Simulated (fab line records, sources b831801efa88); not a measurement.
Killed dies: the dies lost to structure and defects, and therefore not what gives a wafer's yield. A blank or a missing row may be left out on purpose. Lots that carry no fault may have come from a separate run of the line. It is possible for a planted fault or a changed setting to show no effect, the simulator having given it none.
Chamber matching | flow sky130 | SKY_CONTACT_CMP_04 on cmp-01: 4 sister chambers
The step polishes SiO2. 4 wafers are shown with their chamber, then 11 later ones without.

EACH WAFER AND ITS CHAMBER
wafer  | chamber | motor-current-A (A)
L300.3 | 3       | 12.4
L303.4 | 0       | 11.3
L303.6 | 1       | 12.2
L302.4 | 2       | 13.0

WAFERS WITH NO CHAMBER GIVEN
wafer  | motor-current-A (A)
L302.5 | 13.0
L302.6 | 12.7
L304.3 | 12.7
L304.4 | 12.3
L304.5 | 12.8
L305.4 | 12.4
L305.5 | 13.2
L305.6 | 13.1
L306.3 | 10.6
L306.4 | 11.8
L306.5 | 13.9

THE CHAMBER EACH PASSED THROUGH
wafer  | from the rows above          | in truth
L302.5 | can't be placed: 2 or 3      | 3
L302.6 | can't be placed: 3 or 2 or 1 | 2
L304.3 | can't be placed: 3 or 2 or 1 | 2
L304.4 | can't be placed: 3 or 1 or 2 | 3
L304.5 | can't be placed: 2 or 3 or 1 | 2
L305.4 | can't be placed: 3 or 1 or 2 | 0
L305.5 | can't be placed: 2 or 3      | 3
L305.6 | can't be placed: 2 or 3      | 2
L306.3 | 0                            | 0
L306.4 | can't be placed: 1 or 0 or 3 | 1
L306.5 | can't be placed: 2 or 3      | 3
Correct placement for 1 of the 11. Can't be placed from these rows: 10 (the true chamber is among the candidates in 9). Wrongly placed: 0.
How it was worked out, from the rows above alone: a wafer's distance from a chamber is the root of the sum, over the readings, of the square of ((its reading less the chamber's mean) divided by the reading's scatter). If the next closest chamber is less than 2 further off than the closest, the wafer can't be placed; otherwise it belongs to the closest. The mean given for a chamber averages the wafers shown for that chamber. The scatter: root of mean squared gap, hidden wafer to nearest shown wafer, with one shown wafer a chamber.
